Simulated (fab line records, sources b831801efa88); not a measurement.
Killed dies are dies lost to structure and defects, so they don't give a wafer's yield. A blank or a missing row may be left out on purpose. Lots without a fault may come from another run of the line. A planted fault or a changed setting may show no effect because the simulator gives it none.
Which tool did it? | flow gf180mcu | 6 lots, 18 wafers sampled, at 2 steps of a route of 602

WHAT THE GAUGES READ, wafer by wafer
GF_HV_LDD_THK_MEAS_57.
lot  | measured     | on            | HV_LDD_CVD_56_THK (nm)
L418 | day 13 09:36 | film_metro-04 | 90.8 90.7 90.8
L420 | day 14 00:35 | film_metro-02 | 91.2 91.4 91.3
L422 | day 14 17:34 | film_metro-03 | 89.0 88.9 89.2
L424 | day 15 04:53 | film_metro-02 | 87.4 87.8 88.3
L430 | day 17 06:15 | film_metro-02 | 95.9 97.4 95.3
L439 | day 20 12:39 | film_metro-02 | 88.1 88.0 88.5

WHICH TOOL RAN EACH LOT (tool, then ch and the chambers of the sampled wafers, then the start)
lot  | GF_HV_LDD_CVD_56
L418 | lpcvd-02 ch 1, day 13 08:10
L420 | lpcvd-01 ch 0, day 13 23:08
L422 | lpcvd-01 ch 1, day 14 16:07
L424 | lpcvd-02 ch 0, day 15 03:28
L430 | lpcvd-02 ch 0, day 17 04:49
L439 | lpcvd-01 ch 1, day 20 11:13
- GF_HV_LDD_CVD_56: deposits Si3N4 from DCS/NH3, target thk 90 nm, time 1543 s.

THE ANSWER, worked out from the rows above alone
Rule: what is usual is taken from the lots themselves. Put in order of their means at a reading, lots are off if they are a third of the lots or fewer, leave a main group of 4 or more, and stand apart from it by a gap of 3 or more times the standard deviation of the main group's means; of several such gaps the widest counts. A main group whose means are all the same, to the digits that the tables above print for the reading, isn't used. A lot without any number at a reading at which 4 lots or more have one is off too. The other lots that the step has rows for count as sound.
Off: L430, at GF_HV_LDD_THK_MEAS_57 (HV_LDD_CVD_56_THK). The main group: mean 89.4 nm, standard deviation 1.4.
A tool fits if, at a process step before that reading, it ran every lot that is off, and no sound lot after the first of them. The gauges at GF_HV_LDD_THK_MEAS_57 are tried like those tools. One fits: lpcvd-02 at GF_HV_LDD_CVD_56. Its last sound lot is L424 (day 15 03:28), its first lot that is off L430 (day 17 04:49): a fault that began between those two fits.

WHAT THE SIMULATOR HAD PUT IN
Process parameter drift: lpcvd-02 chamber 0, from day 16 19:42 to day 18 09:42, at GF_HV_LDD_CVD_56. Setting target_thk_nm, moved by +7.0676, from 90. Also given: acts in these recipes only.
Lots struck among those shown: L430. The rule above found the same.
